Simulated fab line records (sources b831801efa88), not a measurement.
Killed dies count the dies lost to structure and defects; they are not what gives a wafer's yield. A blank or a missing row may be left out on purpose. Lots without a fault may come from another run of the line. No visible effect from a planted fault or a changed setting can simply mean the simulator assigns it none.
Which tool is to blame?    flow gf180mcu    Sampling: 11 lots, 33 wafers, 5 of 602 route steps

== WHAT THE GAUGES READ, wafer by wafer ==
GF_V4_THK_MEAS_01.
lot   measured      on             V4_CVD_00_THK (nm)
L698  day 24 04:20  film-metro-01  592 595 594
L700  day 24 09:41  film-metro-01  608 595 591
L701  day 25 04:46  film-metro-01  591 592 598
L703  day 25 14:33  film-metro-01  586 582 586
L702  day 25 18:05  film-metro-04  601 599 589
L706  day 26 19:22  film-metro-02  601 600 607
L707  day 26 23:52  film-metro-01  595 603 615
L709  day 27 15:44  film-metro-01  1197 1216 1216
L710  day 27 21:22  film-metro-02  589 602 600
L711  day 28 03:22  film-metro-04  1199 1186 1199
L714  day 29 00:25  film-metro-02  1219 1213 1202

== TOOL THAT RAN EACH LOT (tool first, then ch and the chambers of the sampled wafers, then the start) ==
lot   GF_M3_STRIP_17                        GF_V3_ETCH_17                                  GF_M4_SPUTTER_00              GF_V4_CVD_00
L698  plasma-asher-04 ch 0,1, day 22 02:02  rie-diel-01 ch 1,2,3, day 23 04:35 or earlier  pvd-sputter-02, day 23 04:35  hdpcvd-02 ch 0,1, day 24 04:16
L700  plasma-asher-02 ch 0,1, day 22 08:01  rie-diel-01 ch 2,3, day 23 10:02 or earlier    pvd-sputter-01, day 23 10:02  hdpcvd-02 ch 0,1,2, day 24 09:36
L701  plasma-asher-02 ch 0,1, day 23 04:08  rie-diel-01 ch 0,3, day 24 05:08 or earlier    pvd-sputter-01, day 24 05:08  hdpcvd-02 ch 1,2, day 25 04:42
L703  plasma-asher-03 ch 0,1, day 23 14:47  rie-diel-04 ch 0,1,2, day 24 15:24 or earlier  pvd-sputter-03, day 24 15:24  hdpcvd-02 ch 0,1,2, day 25 14:28
L702  plasma-asher-03 ch 0,1, day 23 18:31  rie-diel-03 ch 1,3, day 24 19:07 or earlier    pvd-sputter-01, day 24 19:07  hdpcvd-02 ch 0,1, day 25 18:00
L706  plasma-asher-04 ch 0,1, day 24 21:07  rie-diel-03 ch 0,1,2, day 25 21:02 or earlier  pvd-sputter-01, day 25 21:02  hdpcvd-02 ch 0,1, day 26 19:17
L707  plasma-asher-04 ch 1, day 25 01:35    rie-diel-03 ch 1,2,3, day 26 01:21 or earlier  pvd-sputter-03, day 26 01:21  hdpcvd-02 ch 0,2, day 26 23:48
L709  plasma-asher-04 ch 0, day 25 18:28    rie-diel-01 ch 0,1, day 26 17:49 or earlier    pvd-sputter-01, day 26 17:49  hdpcvd-01 ch 1,2, day 27 15:25
L710  plasma-asher-03 ch 0,1, day 26 00:28  rie-diel-03 ch 0,1,3, day 26 23:28 or earlier  pvd-sputter-01, day 26 23:28  hdpcvd-02 ch 0,1,2, day 27 21:17
L711  plasma-asher-03 ch 0,1, day 26 07:56  rie-diel-03 ch 0,1,3, day 27 06:40 or earlier  pvd-sputter-02, day 27 06:40  hdpcvd-02 ch 0,1,2, day 28 02:57
L714  plasma-asher-04 ch 0, day 27 04:52    rie-diel-03 ch 0,2, day 28 03:18 or earlier    pvd-sputter-03, day 28 03:18  hdpcvd-01 ch 0,1, day 29 00:06
- GF_M3_STRIP_17: strips in O2/N2.
- GF_V3_ETCH_17: etches SiO2 in C4F8/O2/Ar, stops on TiN, target depth 635 nm.
- GF_M4_SPUTTER_00: material Ti, target thk 37.5 nm, time 150 s.
- GF_V4_CVD_00: deposits SiO2, target thk 600 nm, time 100 s.

== THE ANSWER, worked out from the rows above alone ==
Rule: usual is defined by the lots themselves. The widest of any qualifying gaps counts: lots, ordered by their means at a reading, are off when they make up no more than a third of the lots, leave a main group of 4 or more, and stand apart from it by 3 or more times the standard deviation of that group's means. A main group is skipped when, at the precision printed for the reading in the tables above, its means are all equal. A lot without any number at a reading at which 4 lots or more have one is off too. Where the step has rows for the other lots, those lots are counted as sound.
Off: L709, L711, L714, seen at GF_V4_THK_MEAS_01 (V4_CVD_00_THK). Main group: mean 596 nm, sd 5.7.
If a tool, at a process step before that reading, ran all the lots that are off and no sound lot after the first of them, it fits. The gauges at GF_V4_THK_MEAS_01 are tried like those tools. GF_V3_ETCH_17: start missing for some lots; hours and lot order therefore follow GF_M4_SPUTTER_00. Not one of the candidates tried fits.

== WHAT HAD BEEN PUT IN BY THE SIMULATOR ==
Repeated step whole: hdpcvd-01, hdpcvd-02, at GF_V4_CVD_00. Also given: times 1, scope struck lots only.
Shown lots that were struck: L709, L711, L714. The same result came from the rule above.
